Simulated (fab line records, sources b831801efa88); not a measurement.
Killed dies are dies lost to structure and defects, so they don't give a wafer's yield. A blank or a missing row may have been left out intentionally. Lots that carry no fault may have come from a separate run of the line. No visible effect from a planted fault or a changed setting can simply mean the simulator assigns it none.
A lot that was struck, set against a sound lot | flow gf180mcu | 19 steps out of a route of 602
Sound: the wafers L760.3, L760.4, L760.5. Struck: wafers L758.2, L758.3, L758.4. The cause is given at the end.
Per side, at each step with rows, come the tool, then ch with its chambers, and then its first start. Under that, the readings that differ: sound wafers | struck wafers | difference of the means | sigmas: that difference in standard deviations of wafers without a fault.
alike: same words and numbers on both sides, and readings whose means sit less than 2 such deviations apart. not compared: any withheld reading, any reading some wafer has no value for, any bound like >300 that may hide the same value, and any number with overlapping values for which the record gives no deviation.
A row with sigmas, a row that says differs or no value, or rows on one side alone: a step with any of these is where the two part. Numbers that don't overlap but have no deviation are shown without sigmas and don't part them. Lack of a reading on every wafer of one side parts them only where that side has two or more wafers.

first, 3 steps without rows for these wafers: GF_MIM_EXPOSE_16 (exposes mask FuseTop, target cd 2000 nm); GF_MIM_PEB_17; GF_MIM_DEVELOP_18 (develop time 60 s).
GF_MIM_METAL_ETCH_19: etches the open film in Cl2/BCl3, stops on Si3N4, target depth 324.5 nm, time 54.1 s.
  sound on rie metal-02 ch 0,1, day 31 01:08; struck on rie metal-02 ch 0,1, day 30 13:55
  alike: chamber pressure mTorr, drypump motor current A, oes product au, throttle valve pct
  not compared: rf hours counter h
GF_MIM_STRIP_20: strips in O2/N2.
  sound on plasma asher-02 ch 0,1, day 31 01:13; struck on plasma asher-04 ch 0,1, day 30 13:59
  alike: chamber pressure mTorr, drypump motor current A, heater power w, oes product au, strip time to endpoint s
  not compared: rf hours counter h
then, 7 steps without rows for these wafers: GF_MIM_STRIP_21 (strips in post etch residue remover, time 1200 s); GF_MIM_CLEAN_22 (cleans in DIW); GF_M5_DEHYDRATE_00 (time 60 s); GF_M5_HMDS_01 (prime time 60 s); GF_M5_COAT_02 (resist thk 1000 nm); GF_M5_SOFTBAKE_03 (time 60 s); GF_M5_EXPOSE_04 (exposes mask Metal5, target cd 280 nm).
GF_M5_PEB_05: peb time 90 s.
  sound on litho track-01 ch 0, day 31 18:32; struck on litho track-02 ch 0, day 31 07:35
  reading                  | sound                | struck               | difference | sigmas
  heater power total W (W) | 85.60 85.64 85.76    | 84.91 84.85 85.02    | -0.74      | -9
  plate temp C (C)         | 134.93 135.05 134.98 | 133.88 134.14 134.17 | -0.92      | -7
then, 1 step without rows for these wafers: GF_M5_DEVELOP_06 (develop time 60 s).
GF_M5_CD_MEAS_07: the cd target is 280 nm.
  sound on cd sem-02 at day 31 18:52; struck on cd sem-02 at day 31 07:56
  alike: cd nm
GF_M5_OVL_MEAS_08:
  sound on overlay-02 at day 31 18:57; struck on overlay-02 at day 31 08:02
  alike: M5_OVL
GF_M5_ETCH_09: etches Si3N4 in CF4/O2, target depth 52 nm, time 11.6 s.
  sound on rie diel-04 ch 0,2,3, day 31 18:59; struck on rie diel-03 ch 0,1,3, day 31 08:04
  reading             | sound             | struck            | difference | sigmas
  model.M5.cd nm (nm) | 279.8 279.8 279.8 | 283.3 282.6 280.7 | +2.4       |
  alike: chamber pressure mTorr, drypump motor current A, oes product au, throttle valve pct
  not compared: rf hours counter h
GF_M5_METAL_ETCH_10: etches the open film in Cl2/BCl3, stops on SiO2, target depth 750.8 nm, time 125.1 s.
  sound on rie metal-03 ch 0,1, day 31 19:02; struck on rie metal-02 ch 0,1, day 31 08:05
  alike: chamber pressure mTorr, drypump motor current A, oes product au, throttle valve pct
  not compared: rf hours counter h
GF_PASSIVATION_PROBE_99:
  the record holds rows for the sound wafers here (prober-01, day 34 01:19) but none for the struck ones

== WHERE THEY PART ==
First at GF_M5_PEB_05; last, within this record, at GF_PASSIVATION_PROBE_99.

WHY: what the simulator had put in
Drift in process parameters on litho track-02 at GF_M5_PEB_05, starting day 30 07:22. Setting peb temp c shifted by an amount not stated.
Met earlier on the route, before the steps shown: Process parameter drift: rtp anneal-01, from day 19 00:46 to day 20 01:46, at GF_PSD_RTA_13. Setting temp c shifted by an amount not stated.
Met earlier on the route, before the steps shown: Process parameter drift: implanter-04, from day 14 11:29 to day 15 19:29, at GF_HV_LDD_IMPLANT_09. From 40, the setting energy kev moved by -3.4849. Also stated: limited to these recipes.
